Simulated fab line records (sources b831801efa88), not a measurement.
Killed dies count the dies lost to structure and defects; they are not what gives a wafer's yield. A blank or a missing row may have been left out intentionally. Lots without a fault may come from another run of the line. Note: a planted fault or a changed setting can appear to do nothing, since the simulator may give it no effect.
Problem report in the 8D (eight disciplines) form, filled by code || flow gf180mcu || the parts of the form that need people (team, actions taken, sign-off) are left out

== 1. WHAT WENT WRONG ==
Mean HV_LDD_RS at GF_HV_LDD_RS_MEAS_53: 410.2 ohm/sq over 6 wafers in 2 lots; fault-free wafers: 418.3 ohm/sq, standard deviation 1.1. That is -7.3 standard deviations from the usual mean.
The step: measures by four-point-probe.
First seen on wafer L243.2, day 18 07:05, on film_metro-01. At this step, 39 wafers from 13 lots have a number in the record. By rule, "out" or "out of limits" means more than 4 standard deviations away from the usual mean. All remaining wafers that have a number are taken as sound.

== 2. WHAT IT IS AND WHAT IT IS NOT ==
{"question": "which readings at this step", "is": "HV_LDD_RS", "is not": "-"}
{"question": "which lots", "is": "L243, L244", "is not": "L227, L231, L232, L233, L234, L235, L240, L246, L247, L248, L249"}
{"question": "which wafers of those lots", "is": "all that have a number", "is not": "-"}
{"question": "read on which gauges", "is": "film_metro-01, film_metro-03", "is not": "film_metro-04"}
{"question": "when", "is": "from day 18 07:05", "is not": "up to then (21 sound wafers); but 12 sound wafers of L246, L247, L248, L249 came after"}

== 3. SUSPECTS, AND WHAT RULES EACH OUT ==
Counting: a tool at a process step up to the reading stays a suspect if it ran every lot that is out and no sound lot after the first of them.
- the gauge at GF_HV_LDD_RS_MEAS_53 is ruled out. The wafers that are out were read on 2 gauges (film_metro-01, film_metro-03).
- implanter-02 at GF_HV_LDD_IMPLANT_36: kept. It ran every lot that is out, first L243 (day 17 06:45), and no sound lot after that; its last sound lot up to then is L234 (day 14 12:29). Its own readings are out on those wafers: beam_on_s, faraday_current_uA.
Remaining after the count: implanter-02 at GF_HV_LDD_IMPLANT_36.

== 4. THE CAUSE (what the simulator had put in) ==
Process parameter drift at GF_HV_LDD_IMPLANT_36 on implanter-02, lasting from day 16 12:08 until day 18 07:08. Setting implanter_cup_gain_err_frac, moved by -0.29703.
Only this tool survived the counting.

== 5. THE CHAIN OF EFFECTS, in route order ==
One row per reading whose mean, taken over the struck wafers that have a number, lies over 3 standard deviations from the usual. Only readings whose record carries a usual standard deviation are examined. hours: median over the lots of the time between each lot's start at the first step of this table that gives one and its start at this step. sigmas: the change, counted in usual standard deviations.
{"hours": 0, "step": "GF_HV_LDD_IMPLANT_36", "reading": "beam_on_s", "usual": "9.98 s", "on struck wafers": 14.18, "change": "+4.20", "sigmas": "+21"}
{"hours": 0, "step": "GF_HV_LDD_IMPLANT_36", "reading": "faraday_current_uA", "usual": 42.4, "on struck wafers": 29.9, "change": -12.5, "sigmas": -15}
{"hours": 24, "step": "GF_HV_LDD_RS_MEAS_53", "reading": "HV_LDD_RS", "usual": "418.3 ohm/sq", "on struck wafers": 410.2, "change": -8.1, "sigmas": -7.3}
The process steps in it:
- GF_HV_LDD_IMPLANT_36
At these later measuring or inspecting steps, every struck wafer for which the step has a row has a number for every such reading, and none has moved that far: GF_NSD_CD_MEAS_07.

== 6. HOW IT WOULD HAVE BEEN CAUGHT EARLIER ==
43 hours passed between the start of the fault at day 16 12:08 and the first reading out of limits at a measuring or inspecting step in this record, taken at day 18 07:05.
The tool's own readings at GF_HV_LDD_IMPLANT_36 were out on every struck wafer that the step has a row for (beam_on_s, faraday_current_uA): an alarm limit on them would have fired on the first of those.
The start of GF_HV_LDD_IMPLANT_36 on implanter-02 came by day 18 07:05 for every one of the lots that are out (2). A hold on the tool at that time would have spared none of them.
